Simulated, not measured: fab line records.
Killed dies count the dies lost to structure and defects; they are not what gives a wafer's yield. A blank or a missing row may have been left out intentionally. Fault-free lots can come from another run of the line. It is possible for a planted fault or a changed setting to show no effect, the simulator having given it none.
A struck lot beside a sound one | flow sky130 | 43 steps out of a route of 708
Sound: wafers L192.1, L192.2, L192.3. Struck: wafers L193.3, L193.4, L193.6. The cause comes at the end.
Per side, at each step with rows, come the tool, then ch with its chambers, and then its first start. Under that, the readings that differ: sound wafers | struck wafers | difference of the means | sigmas: that difference in standard deviations of wafers without a fault.
alike: same words and numbers on both sides, and readings whose means sit less than 2 such deviations apart. not compared: any withheld reading, any reading some wafer has no value for, any bound like >300 that may hide the same value, and any number with overlapping values for which the record gives no deviation.
A row with sigmas, a row that says differs or no value, or rows on one side alone: a step with any of these is where the two part. Non-overlapping numbers with no deviation appear without sigmas and do not part them. A reading that every wafer of one side lacks parts them only if that side has two wafers or more.

SKY_VIA1_STRIP_16: strips in O2/N2.
  sound on plasma-asher-01 ch 0,1, day 37 13:11; struck on plasma-asher-03 ch 0,1, day 37 18:41
  alike: drypump-motor-current-A, oes-product-au, strip-time-to-endpoint-s
  not compared: rf-hours-counter-h
then, 5 steps without rows for these wafers: SKY_VIA1_STRIP_17 (strips in post etch residue remover, time 1200 s); SKY_VIA1_CLEAN_18 (cleans in IPA, time 180 s); SKY_VIA1_CLEAN_19 (cleans in O3/DIW); SKY_VIA1_SPUTTER_20 (material TiN, target thk 20 nm, time 80 s); SKY_VIA1_CVD_21 (deposits W, target thk 270 nm, time 80.902 s).
SKY_VIA1_RS_MEAS_22: measurement is done with a four-point probe.
  sound on film-metro-03 at day 37 13:56; struck on film-metro-02 at day 37 19:26
  alike: VIA1_W_RS
SKY_VIA1_THK_MEAS_23: measures by xrf.
  sound on film-metro-03 at day 37 14:04; struck on film-metro-02 at day 37 19:32
  alike: VIA1_W_THK
then, 2 steps without rows for these wafers: SKY_VIA1_CMP_24 (polishes, stops on SiO2, t overpolish 15 s, target thk 0 nm); SKY_METAL2_SPUTTER_00 (material Ti, target thk 15 nm, time 10 s).
SKY_METAL2_SPUTTER_01: material TiN, target thk 20 nm, time 16.7 s.
  sound on pvd-sputter-01 at day 37 14:26; struck on pvd-sputter-01 at day 37 19:54
  alike: throttle-valve-pct
SKY_METAL2_SPUTTER_02: material AlCu, target thk 250 nm, time 13.3 s.
  sound on pvd-sputter-01 at day 37 14:28; struck on pvd-sputter-01 at day 37 19:56
  alike: throttle-valve-pct
SKY_METAL2_SPUTTER_03: material Ti, target thk 5 nm, time 3.3 s.
  sound on pvd-sputter-01 at day 37 14:29; struck on pvd-sputter-01 at day 37 19:57
  alike: throttle-valve-pct
then, 1 step without rows for these wafers: SKY_METAL2_SPUTTER_04 (material TiN, target thk 70 nm, time 59.24 s).
SKY_METAL2_RS_MEAS_05: measurement is done with a four-point probe.
  sound on film-metro-03 at day 37 14:34; struck on film-metro-01 at day 37 20:04
  alike: METAL2_ALCU_RS
SKY_METAL2_THK_MEAS_06: measures by xrf.
  sound on film-metro-03 at day 37 14:41; struck on film-metro-01 at day 37 20:10
  alike: METAL2_ALCU_THK
then, 8 steps without rows for these wafers: SKY_METAL2_DEHYDRATE_07 (time 60 s); SKY_METAL2_HMDS_08 (prime time 60 s); SKY_METAL2_COAT_09 (resist thk 60 nm); SKY_METAL2_COAT_10 (resist thk 450 nm); SKY_METAL2_SOFTBAKE_11 (time 90 s); SKY_METAL2_EXPOSE_12 (exposes mask MM2, target cd 140 nm); SKY_METAL2_PEB_13; SKY_METAL2_DEVELOP_14 (develop time 60 s).
SKY_METAL2_CD_MEAS_15: the cd target is 140 nm.
  sound on cd-sem-02 at day 38 16:26; struck on cd-sem-01 at day 38 22:04
  alike: cd-nm
SKY_METAL2_OVL_MEAS_16:
  sound on overlay-02 at day 38 16:34; struck on overlay-01 at day 38 22:10
  alike: METAL2_OVL
SKY_METAL2_DESCUM_17: chemistry O2, time 8 s.
  sound on rie-metal-03 ch 0,1, day 38 16:35; struck on rie-metal-02 ch 0,1, day 38 22:12
  alike: drypump-motor-current-A, oes-product-au
  not compared: rf-hours-counter-h
then, 1 step without rows for these wafers: SKY_METAL2_ETCH_18 (etches BARC in N2/H2, stops on SiO2, time 45.9 s, target depth 60 nm).
SKY_METAL2_METAL_ETCH_19: etches the open film in Cl2/BCl3, stops on SiO2, target depth 360 nm, time 78 s.
  sound on rie-metal-03 ch 0,1, day 38 16:41; struck on rie-metal-02 ch 0,1, day 38 22:19
  alike: drypump-motor-current-A, oes-product-au, throttle-valve-pct
  not compared: rf-hours-counter-h
then, 5 steps without rows for these wafers: SKY_METAL2_STRIP_20 (strips in O2/N2); SKY_METAL2_STRIP_21 (strips in post etch residue remover, time 1200 s); SKY_METAL2_CLEAN_22 (cleans in IPA, time 180 s); SKY_METAL2_CLEAN_23 (cleans in O3/DIW); SKY_VIA2_HDPCVD_00 (deposits SiO2, target thk 1180 nm, time 189.7 s).
SKY_VIA2_THK_MEAS_01:
  sound on film-metro-01 at day 38 17:32; struck on film-metro-02 at day 38 23:07
  alike: VIA2_HDPCVD_THK
then, 1 step without rows for these wafers: SKY_VIA2_CMP_02 (polishes SiO2).
SKY_VIA2_BOW_MEAS_03:
  sound on film-metro-01 at day 38 17:54; struck on film-metro-01 at day 38 23:29
  alike: VIA2_BOW
then, 5 steps without rows for these wafers: SKY_VIA2_DEHYDRATE_04 (time 60 s); SKY_VIA2_HMDS_05 (prime time 60 s); SKY_VIA2_COAT_06 (resist thk 60 nm); SKY_VIA2_COAT_07 (resist thk 450 nm); SKY_VIA2_SOFTBAKE_08 (time 90 s).
-- the record jumps here: 10 days lie between the struck wafers' starts before and after (it left off in module VIA2 and takes up again in module PAD_OPEN, whose first step shown is number 708 of the route) --
SKY_PAD_OPEN_PROBE_99:
  sound on prober-02 at day 48 14:23; struck on prober-02 at day 48 17:59
  reading                               | sound             | struck            | difference | sigmas
  defect-limited-yield (%)              | 84.8 84.1 84.6    | 79.3 76.0 70.1    | -9.4       | -5
  killed_at_M0_to_M3                    | 32 35 39          | 53 75 101         | +41        | +6
  killed-dies                           | 75 78 76          | 102 118 147       | +46        | +5
  sort_bin_3_pad_short (%)              | 0.8 0.8 1.2       | 2.0 4.1 4.7       | +2.7       | +7
  sort_bin_5_function (%)               | 9.3 10.8 8.5      | 12.6 14.2 17.1    | +5.1       | +4
  sort-n-pass                           | 417 414 416       | 390 374 345       | -46        | -5
  sort-yield-pct (%)                    | 84.8 84.1 84.6    | 79.3 76.0 70.1    | -9.4       | -5
  model.etest.tester.sort-n-pass        | 417 414 416       | 390 374 345       | -46        |
  model.etest.tester.sort-yield-pct (%) | 84.76 84.15 84.55 | 79.27 76.02 70.12 | -9.35      |
  model.etest.tester.sort_bin_5_pct (%) | 9.35 10.77 8.537  | 12.6 14.23 17.07  | +5.1       |
  model.etest.tester.sort_bin_3_pct (%) | 0.813 0.813 1.22  | 2.033 4.065 4.675 | +2.642     |
  alike: killed_at_M4_up, killed-at-contacts, killed-at-front-end, killed-at-other, killed-open, killed-short, sort_bin_6_memory

== WHERE THEY PART ==
SKY_PAD_OPEN_PROBE_99 only, going by this record.

WHY: what had been put in by the simulator
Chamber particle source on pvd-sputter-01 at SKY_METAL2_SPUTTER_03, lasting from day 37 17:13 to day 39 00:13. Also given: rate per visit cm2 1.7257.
